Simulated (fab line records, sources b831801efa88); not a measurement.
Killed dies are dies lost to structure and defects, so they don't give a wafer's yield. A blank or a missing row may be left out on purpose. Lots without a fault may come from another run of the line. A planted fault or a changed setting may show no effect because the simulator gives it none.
Chamber matching | flow sky130 | SKY_POLY_CUT_ETCH_11 on rie_diel-01: 4 sister chambers
The step etches Si3N4 in CF4/CH2F2/Ar, stops on poly-Si, time 42.5 s, target depth 60 nm. 14 wafers are shown with their chamber, then 7 later ones without.

WAFERS WITH THEIR CHAMBER
wafer  | chamber | drypump_motor_current_A (A) | oes_product_au (a.u.) | throttle_valve_pct (%)
L592.1 | 0       | 5.5                         | 0.837                 | 15.000
L592.5 | 0       | 5.5                         | 0.840                 | 14.984
L592.6 | 2       | 5.8                         | 0.837                 | 14.991
L593.1 | 1       | 5.6                         | 0.827                 | 14.987
L593.3 | 2       | 5.8                         | 0.829                 | 15.005
L593.5 | 2       | 5.9                         | 0.833                 | 15.001
L594.2 | 2       | 5.9                         | 0.835                 | 14.990
L594.4 | 1       | 5.6                         | 0.833                 | 15.002
L594.5 | 2       | 5.9                         | 0.840                 | 14.991
L595.1 | 3       | 5.3                         | 0.841                 | 14.999
L595.3 | 1       | 5.6                         | 0.844                 | 14.979
L595.4 | 0       | 5.4                         | 0.831                 | 15.002
L599.3 | 0       | 5.5                         | 0.837                 | 15.000
L599.5 | 2       | 5.9                         | 0.834                 | 14.997

SIGNATURES (means of the wafers above)
reading                 | chamber 0 | chamber 1 | chamber 2 | chamber 3 | scatter within a chamber
drypump_motor_current_A | 5.475     | 5.600     | 5.867     | 5.300     | 0.0456
oes_product_au          | 0.83625   | 0.83467   | 0.83467   | 0.84100   | 0.00511
throttle_valve_pct      | 14.99650  | 14.98933  | 14.99583  | 14.99900  | 0.00822
Rule: a wafer's distance from a chamber is the root of the sum, over the readings, of the square of ((its reading less the chamber's mean) divided by the reading's scatter). The wafer belongs to the nearest chamber; if the next one is less than 2 further off, it can't be placed. The scatter: the root of (the sum of the squares of (reading less its chamber's mean) over the shown wafers, divided by (wafers less chambers)).

WAFERS WITHOUT THEIR CHAMBER
wafer  | drypump_motor_current_A (A) | oes_product_au (a.u.) | throttle_valve_pct (%)
L599.6 | 5.6                         | 0.841                 | 15.002
L602.2 | 5.6                         | 0.829                 | 14.994
L602.3 | 5.4                         | 0.824                 | 14.992
L602.4 | 5.2                         | 0.830                 | 14.981
L612.2 | 5.2                         | 0.838                 | 14.985
L612.3 | 5.6                         | 0.831                 | 14.984
L612.4 | 5.4                         | 0.837                 | 15.003

WHICH CHAMBER EACH WENT THROUGH
wafer  | from the rows above          | in truth
L599.6 | can't be placed: 1 or 0      | 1
L602.2 | can't be placed: 1 or 0      | 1
L602.3 | can't be placed: 0 or 3 or 1 | 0
L602.4 | 3                            | 3
L612.2 | 3                            | 3
L612.3 | 1                            | 1
L612.4 | can't be placed: 0 or 3      | 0
Placed correctly: 3 of 7. Can't be placed from these rows: 4 (the true chamber is among the candidates in 4). Placed wrongly: 0.
